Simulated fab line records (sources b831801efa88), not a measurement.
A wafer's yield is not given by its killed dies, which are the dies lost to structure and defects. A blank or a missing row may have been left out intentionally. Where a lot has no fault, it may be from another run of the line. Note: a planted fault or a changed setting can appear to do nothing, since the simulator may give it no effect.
Split-lot trial | flow sfq-line | 5 lots, 23 wafers read, on a route of 325 steps

SPLIT DETAILS
At SFQ_TRILAYER_M7_LITHO_COAT_177 (resist thk 600 nm), the setting spin-rpm was moved away from the recipe's 3000 rpm on 4 of the 23 wafers read, by -6.0% to +5.0%. For the rest of the wafers, this setting stayed at what the recipe calls for.

SPLIT TO READING: what lies between them in the file, 1 step
- SFQ_TRILAYER_M7_BARC_OPEN_METAL_ETCH_229: etches BARC in O2, target depth 125 nm, time 41.7 s (also split here: bias-w)

THE READING
KrF_of_TRILAYER_M7_LITHO_COAT_177.thk-nm (the simulator's own value, which no gauge read), in nm, at SFQ_TRILAYER_M7_ETCH_METAL_ETCH_180 (etches Nb in Cl2/Ar, stops on SiO2, target depth 240 nm, time 120 s). No usual value for it is given in the file. The 19 wafers here that ran the recipe average 382.9 nm, standard deviation 4.2 nm.

wafer  | tool, chamber at the split | spin-rpm as run, rpm | against the recipe | KrF_of_TRILAYER_M7_LITHO_COAT_177.thk-nm, nm | against lot-mates on the recipe
L074.1 | litho-track-03, 0          | 3000                 | recipe             | 381.7                                        | -
L074.2 | litho-track-03, 0          | 3149                 | +5.0%              | 364.2                                        | -14.5
L074.3 | litho-track-03, 0          | 3149                 | +5.0%              | 364.4                                        | -14.3
L074.4 | litho-track-03, 0          | 3000                 | recipe             | 376.8                                        | -
L074.5 | litho-track-03, 0          | 3000                 | recipe             | 377.6                                        | -
L075.1 | litho-track-01, 0          | 3000                 | recipe             | 390.5                                        | -
L075.2 | litho-track-01, 0          | 3000                 | recipe             | 384.5                                        | -
L075.4 | litho-track-01, 0          | 3000                 | recipe             | 387.2                                        | -
L079.1 | litho-track-03, 0          | 3000                 | recipe             | 380.9                                        | -
L079.3 | litho-track-03, 0          | 3000                 | recipe             | 381.4                                        | -
L079.4 | litho-track-03, 0          | 3000                 | recipe             | 381.6                                        | -
L079.5 | litho-track-03, 0          | 3000                 | recipe             | 379.9                                        | -
L079.6 | litho-track-03, 0          | 3000                 | recipe             | 380.2                                        | -
L081.2 | litho-track-01, 0          | 3000                 | recipe             | 384                                          | -
L081.3 | litho-track-01, 0          | 3000                 | recipe             | 377.1                                        | -
L081.4 | litho-track-01, 0          | 2821                 | -6.0%              | 401.5                                        | +21.1
L081.5 | litho-track-01, 0          | 3000                 | recipe             | 380                                          | -
L081.6 | litho-track-01, 0          | 2821                 | -6.0%              | 403.4                                        | +23.0
L084.1 | litho-track-01, 0          | 3000                 | recipe             | 381.9                                        | -
L084.2 | litho-track-01, 0          | 3000                 | recipe             | 389.1                                        | -
L084.3 | litho-track-01, 0          | 3000                 | recipe             | 382.2                                        | -
L084.4 | litho-track-01, 0          | 3000                 | recipe             | 390.4                                        | -
L084.5 | litho-track-01, 0          | 3000                 | recipe             | 388.4                                        | -

FIT RESULTS
A straight line over all 23 wafers: KrF_of_TRILAYER_M7_LITHO_COAT_177.thk-nm changes by -3.47 nm for each +1% of spin-rpm; r = -0.90; the points scatter about the line by 4.1 nm.
The same after taking each lot's own level away (the mean of its wafers on the recipe; 23 wafers): -3.37 nm for each +1%; r = -0.95; scatter 2.6 nm.
Per that fit: largest spin-rpm move, reading shift of 20 nm.
From 378.70 to 387.40 nm: that is the span of the lots' own levels, equal to 2.1 times the standard deviation above.
The two slopes are in agreement: the lot-to-lot level therefore moves the slope only a little.
Check: with one of the wafers moved furthest among these (-6.0%) left out of the fit, the line predicts +20.1 nm for it against its lot-mates. It came out at +21.1 nm against them.

OTHER SPLITS APPLIED TO THESE WAFERS
Other splits were also applied to these wafers ahead of the reading. Each is held against what the fit with the lots' levels taken away leaves over:
other split on the same wafers                  | wafers away from the commonest value | r with KrF_of_TRILAYER_M7_LITHO_COAT_177.thk-nm (lot level and that fit taken away)
SFQ_TRILAYER_M7_BARC_OPEN_METAL_ETCH_229 bias-w | 8                                    | +0.10

THE WHOLE CHAIN: every reading that the file lists as answering this split, in the file's order
step                                | what it does                                                        | reading                                                                                   | change (the file's fit)              | r (the file's)
SFQ_TRILAYER_M7_LITHO_COAT_177      | resist thk 600 nm                                                   | KrF_of_TRILAYER_M7_LITHO_COAT_177.thk-nm (the simulator's own value, which no gauge read) | -3 nm for each +1% of the setting    | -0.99
SFQ_TRILAYER_M7_ETCH_METAL_ETCH_180 | etches Nb in Cl2/Ar, stops on SiO2, target depth 240 nm, time 120 s | KrF_of_TRILAYER_M7_LITHO_COAT_177.thk-nm (the simulator's own value, which no gauge read) | -3.37 nm for each +1% of the setting | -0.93

FILE'S OWN FIT
KrF_of_TRILAYER_M7_LITHO_COAT_177.thk-nm changes by -3.37 nm for each +1% of spin-rpm, r = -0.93.
